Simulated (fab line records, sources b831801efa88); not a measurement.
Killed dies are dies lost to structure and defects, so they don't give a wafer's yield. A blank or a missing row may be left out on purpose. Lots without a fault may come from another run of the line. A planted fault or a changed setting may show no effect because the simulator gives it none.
A struck lot beside a sound one | flow sky130 | 18 steps out of a route of 708
Sound: wafers L173.2, L173.3, L173.5. Struck: wafers L178.2, L178.4, L178.5. The cause comes at the end.
At each step with rows: each side's tool, then ch and its chambers, then its first start. Under that, the readings that differ: sound wafers | struck wafers | difference of the means | sigmas: that difference in standard deviations of wafers without a fault.
alike: readings whose means differ by less than 2 such deviations, and words and numbers that are the same on both sides. not compared: withheld readings, readings that some wafer has no value for, bounds like >300 that may hide the same value, and numbers for which the record gives no deviation and whose values overlap.
The two part at a step that has a row with sigmas, a row that says differs or no value, or rows on one side only. Numbers that don't overlap but have no deviation are shown without sigmas and don't part them. A reading that every wafer of one side lacks parts them only if that side has two wafers or more.

first, 4 steps without rows for these wafers: SKY_VT_ADJUST_LVTN_SOFTBAKE_14 (time 60 s); SKY_VT_ADJUST_LVTN_EXPOSE_15 (exposes mask HVN STD DERIVED, target cd 600 nm); SKY_VT_ADJUST_LVTN_PEB_16; SKY_VT_ADJUST_LVTN_DEVELOP_17 (develop time 60 s).
SKY_VT_ADJUST_LVTN_OVL_MEAS_18:
  sound on overlay-02, day 11 00:28; struck on overlay-02, day 12 13:01
  alike: VT_ADJUST_LVTN_01_OVL
then, 1 step without rows for these wafers: SKY_VT_ADJUST_LVTN_IMPLANT_19.
SKY_VT_ADJUST_LVTN_STRIP_20: strips in O2/N2.
  sound on plasma_asher-03 ch 1, day 11 00:38; struck on plasma_asher-04 ch 0,1, day 12 13:11
  alike: chamber_pressure_mTorr, drypump_motor_current_A, oes_product_au, strip_time_to_endpoint_s
  not compared: rf_hours_counter_h
SKY_VT_ADJUST_LVTN_TW_MEAS_21:
  sound on film_metro-02, day 11 00:45; struck on film_metro-04, day 12 13:18
  reading             | sound             | struck            | difference | sigmas
  VT_ADJUST_LVTN_2_TW | 190.4 191.0 191.1 | 188.2 187.4 188.5 | -2.8       | -2
then, 4 steps without rows for these wafers: SKY_VT_ADJUST_NCORE_DEHYDRATE_00 (time 60 s); SKY_VT_ADJUST_NCORE_HMDS_01 (prime time 60 s); SKY_VT_ADJUST_NCORE_COAT_02 (resist thk 1140 nm); SKY_VT_ADJUST_NCORE_SOFTBAKE_03 (time 60 s).
SKY_VT_ADJUST_NCORE_EXPOSE_04: exposes mask LVTN COMPLEMENT THIN, target cd 380 nm.
  sound on iline_stepper-02 ch 0, day 11 11:47; struck on iline_stepper-01 ch 0, day 13 02:05
  reading              | sound                | struck               | difference | sigmas
  exposure_dose_mJ_cm2 | 139.05 138.97 139.02 | 134.94 134.94 134.65 | -4.17      | -30
  alike: mask, focus_offset_nm
then, 2 steps without rows for these wafers: SKY_VT_ADJUST_NCORE_PEB_05; SKY_VT_ADJUST_NCORE_DEVELOP_06 (develop time 60 s).
SKY_VT_ADJUST_NCORE_CD_MEAS_07: target cd 380 nm.
  sound on cd_sem-01, day 12 00:59; struck on cd_sem-01, day 13 13:38
  reading    | sound             | struck            | difference | sigmas
  cd_nm (nm) | 381.6 376.1 378.0 | 373.2 370.7 372.3 | -6.5       | -3
SKY_VT_ADJUST_NCORE_OVL_MEAS_08:
  sound on overlay-02, day 12 01:05; struck on overlay-02, day 13 13:44
  alike: VT_ADJUST_NCORE_OVL
SKY_PAD_OPEN_PROBE_99:
  the record has rows for the sound wafers here (prober-02, day 48 20:51) and none for the struck ones

WHERE THEY PART
First at SKY_VT_ADJUST_LVTN_TW_MEAS_21; last, within this record, at SKY_PAD_OPEN_PROBE_99.

WHY: what the simulator had put in
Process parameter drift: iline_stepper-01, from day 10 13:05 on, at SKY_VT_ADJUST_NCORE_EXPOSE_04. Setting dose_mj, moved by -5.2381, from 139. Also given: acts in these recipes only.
